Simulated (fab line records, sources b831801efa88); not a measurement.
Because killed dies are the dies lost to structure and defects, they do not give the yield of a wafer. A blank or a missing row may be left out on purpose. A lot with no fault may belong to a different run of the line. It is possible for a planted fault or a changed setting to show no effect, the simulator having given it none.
8D (eight disciplines) problem report, filled in by code / flow gf180mcu / the parts of the form that need people (team, actions taken, sign-off) are left out

== 1. THE PROBLEM ==
Wafers free of any fault read 0.326 ohm/sq (standard deviation 0.0038) for V2_W_RS at GF_V2_RS_MEAS_24, against a mean of 0.239 ohm/sq on 6 wafers of 2 lots. Measured from the usual mean, that is -23 standard deviations.
The step: measures by four-point-probe.
First seen on wafer L883.1, day 26 16:23, on film metro-04. At this step, 30 wafers from 10 lots have a number in the record. By rule, "out" or "out of limits" means more than 4 standard deviations away from the usual mean. All remaining wafers that have a number are taken as sound.

== 2. WHAT IT IS, WHAT IT ISN'T ==
question=which readings at this step | is=V2_W_RS | is not=-
question=which lots | is=L883, L884 | is not=L867, L868, L869, L874, L875, L876, L877, L888
question=which wafers of those lots | is=all that have a number | is not=-
question=read on which gauges | is=film metro-03, film metro-04 | is not=film metro-02
question=when | is=from day 26 16:23 | is not=up to then (21 sound wafers); but 3 sound wafers of L888 came after

== 3. SUSPECTS, AND WHAT RULES EACH OUT ==
Counting: a tool at a process step up to the reading stays a suspect if it ran every lot that is out and no sound lot after the first of them.
- the gauge at GF_V2_RS_MEAS_24 has been ruled out. Those wafers that are out were read across 2 gauges (film metro-03, film metro-04).
- pvd sputter-02 at GF_M2_SPUTTER_04 (material TiN, target thk 50 nm, time 41.7 s): ruled out as a lasting fault. Sound lots L888 ran on it after its first lot that is out, L883 (day 24 19:02).
- cvd w-02 at GF_V2_CVD_23 (deposits W, target thk 350 nm, time 104.94 s): kept. It ran every lot that is out, first L883 (day 26 16:16), and no sound lot after that; its last sound lot up to then is L877 (day 24 20:22). Its own readings are out on those wafers: susceptor temp C.
Left after counting: cvd w-02 at GF_V2_CVD_23.

== 4. THE CAUSE (what the simulator had put in) ==
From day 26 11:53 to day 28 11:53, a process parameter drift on cvd w-02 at GF_V2_CVD_23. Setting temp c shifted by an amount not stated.
Counting left only this tool.

== 5. THE CHAIN OF EFFECTS, in route order ==
Each row: a reading whose mean over the struck wafers that have a number lies more than 3 standard deviations from the usual. Only readings for which the record gives a usual standard deviation are gone through. hours: the time from each lot's start at the first step in this table that gives one to its start at this step, as a median over the lots. sigmas: the change in usual standard deviations.
hours=0; step=GF_V2_CVD_23; reading=susceptor temp C; usual=399.98 C; on struck wafers=417.67; change=+17.69; sigmas=+77
hours=0; step=GF_V2_RS_MEAS_24; reading=V2_W_RS; usual=0.326 ohm/sq; on struck wafers=0.239; change=-0.087; sigmas=-23
hours=10; step=GF_V2_THK_MEAS_25; reading=V2_W_THK; usual=355 nm; on struck wafers=488; change=+133; sigmas=+26
hours=16; step=GF_V2_CMP_26; reading=time to endpoint s; usual=88 s; on struck wafers=118; change=+30; sigmas=+6.7
Here are the process steps it includes:
- GF_V2_CVD_23: deposits W, target thk 350 nm, time 104.94 s.
- GF_V2_CMP_26: polishes, stops on SiO2, t overpolish 15 s, target thk 0 nm.

== 6. HOW IT WOULD HAVE BEEN CAUGHT EARLIER ==
Counted from the fault's start at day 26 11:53, it took 4 hours until the first out-of-limits reading at a measuring or inspecting step in this record, taken at day 26 16:23.
Tool's own readings at GF_V2_CVD_23, susceptor temp C: out on all struck wafers the step has rows for; an alarm limit on them would have tripped on the first.
Of the lots that are out (2), L884 began GF_V2_CVD_23 on cvd w-02 after day 26 16:23. Had the tool been put on hold then, it would have been spared.
